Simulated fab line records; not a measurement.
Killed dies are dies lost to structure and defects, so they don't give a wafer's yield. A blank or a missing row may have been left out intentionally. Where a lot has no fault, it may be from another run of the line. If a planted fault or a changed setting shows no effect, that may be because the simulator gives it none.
Chamber matching ; flow gf180mcu ; GF_CONTACT_CVD_02 on pecvd-04 has 3 sister chambers
The step deposits SiO2 from TEOS, target thk 860 nm, time 95.992 s. 16 wafers are shown with their chamber, then 8 later ones without.

== EACH WAFER AND ITS CHAMBER ==
wafer;chamber;heaterPowerW (W)
L972.1;0;572
L972.2;1;664
L972.3;2;630
L974.2;1;593
L974.5;0;602
L974.6;1;651
L975.2;1;674
L975.3;0;608
L975.5;2;588
L979.1;1;621
L979.3;0;599
L979.6;1;663
L983.2;2;720
L983.3;1;694
L983.6;1;551
L990.1;1;683

SIGNATURES (means of the wafers above)
reading;chamber 0;chamber 1;chamber 2;scatter within a chamber
heaterPowerW;595.25;643.78;646.00;45.9
Rule: a wafer lies at a distance from a chamber equal to the root of the sum of squares, over the readings, of (its reading less the chamber's mean, divided by the reading's scatter). If the next closest chamber is less than 2 further off than the closest, the wafer can't be placed; otherwise it belongs to the closest. The scatter: take each reading less its chamber's mean, square it, sum over the shown wafers, divide by the number of wafers less the number of chambers, and take the root.

== WAFERS MISSING THEIR CHAMBER ==
wafer;heaterPowerW (W)
L990.2;628
L990.3;544
L993.1;599
L993.2;668
L993.3;611
L994.2;513
L994.3;642
L994.5;666

== WHICH CHAMBER EACH WENT THROUGH ==
wafer;from the rows above;in truth
L990.2;can't be placed: 1 or 2 or 0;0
L990.3;can't be placed: 0 or 1 or 2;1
L993.1;can't be placed: 0 or 1 or 2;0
L993.2;can't be placed: 2 or 1 or 0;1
L993.3;can't be placed: 0 or 1 or 2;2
L994.2;can't be placed: 0 or 1 or 2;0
L994.3;can't be placed: 1 or 2 or 0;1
L994.5;can't be placed: 2 or 1 or 0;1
Correctly placed: 0 of 8. Unplaceable from these rows: 8, with the true chamber sitting among the candidates in 8. Placed wrongly: 0.
